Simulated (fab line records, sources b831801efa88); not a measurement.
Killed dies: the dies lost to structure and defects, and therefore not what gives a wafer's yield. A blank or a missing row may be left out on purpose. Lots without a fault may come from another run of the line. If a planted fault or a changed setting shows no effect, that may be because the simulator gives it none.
Matching of chambers || flow gf180mcu || cmp-02 running GF_V3_CMP_04: 4 sister chambers
The step polishes SiO2. 4 wafers are shown with their chamber, then 8 later ones without.

== WAFERS WITH THEIR CHAMBER ==
{"wafer": "L561.4", "chamber": 2, "motorCurrentA (A)": 11.6}
{"wafer": "L561.5", "chamber": 3, "motorCurrentA (A)": 11.2}
{"wafer": "L562.2", "chamber": 1, "motorCurrentA (A)": 13.7}
{"wafer": "L562.3", "chamber": 0, "motorCurrentA (A)": 12.0}

== WAFERS WHOSE CHAMBER IS MISSING ==
{"wafer": "L562.6", "motorCurrentA (A)": 12.7}
{"wafer": "L565.2", "motorCurrentA (A)": 11.7}
{"wafer": "L565.3", "motorCurrentA (A)": 11.6}
{"wafer": "L565.4", "motorCurrentA (A)": 11.8}
{"wafer": "L567.1", "motorCurrentA (A)": 13.5}
{"wafer": "L567.2", "motorCurrentA (A)": 11.9}
{"wafer": "L567.5", "motorCurrentA (A)": 13.6}
{"wafer": "L576.1", "motorCurrentA (A)": 14.0}

== WHICH CHAMBER EACH WENT THROUGH ==
{"wafer": "L562.6", "from the rows above": "can't be placed: 0 or 1 or 2", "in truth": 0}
{"wafer": "L565.2", "from the rows above": "can't be placed: 2 or 0 or 3", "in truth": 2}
{"wafer": "L565.3", "from the rows above": "can't be placed: 2 or 0 or 3", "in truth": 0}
{"wafer": "L565.4", "from the rows above": "can't be placed: 0 or 2 or 3", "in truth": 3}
{"wafer": "L567.1", "from the rows above": 1, "in truth": 1}
{"wafer": "L567.2", "from the rows above": "can't be placed: 0 or 2", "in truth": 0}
{"wafer": "L567.5", "from the rows above": 1, "in truth": 1}
{"wafer": "L576.1", "from the rows above": 1, "in truth": 1}
3 of 8 placed correctly. From these rows, 5 cannot be placed; in 5 the true chamber is one of the candidates. Wrongly placed: 0.
How it was worked out, from the rows above alone: a wafer's distance from a chamber is the root of the sum, over the readings, of the square of ((its reading less the chamber's mean) divided by the reading's scatter). The wafer belongs to the nearest chamber; if the next one is less than 2 further off, it can't be placed. For every chamber, the mean is computed from those of its wafers that are shown. The scatter (one wafer shown for each chamber): square how far every hidden wafer sits from the nearest shown wafer, average those squares and take the square root.
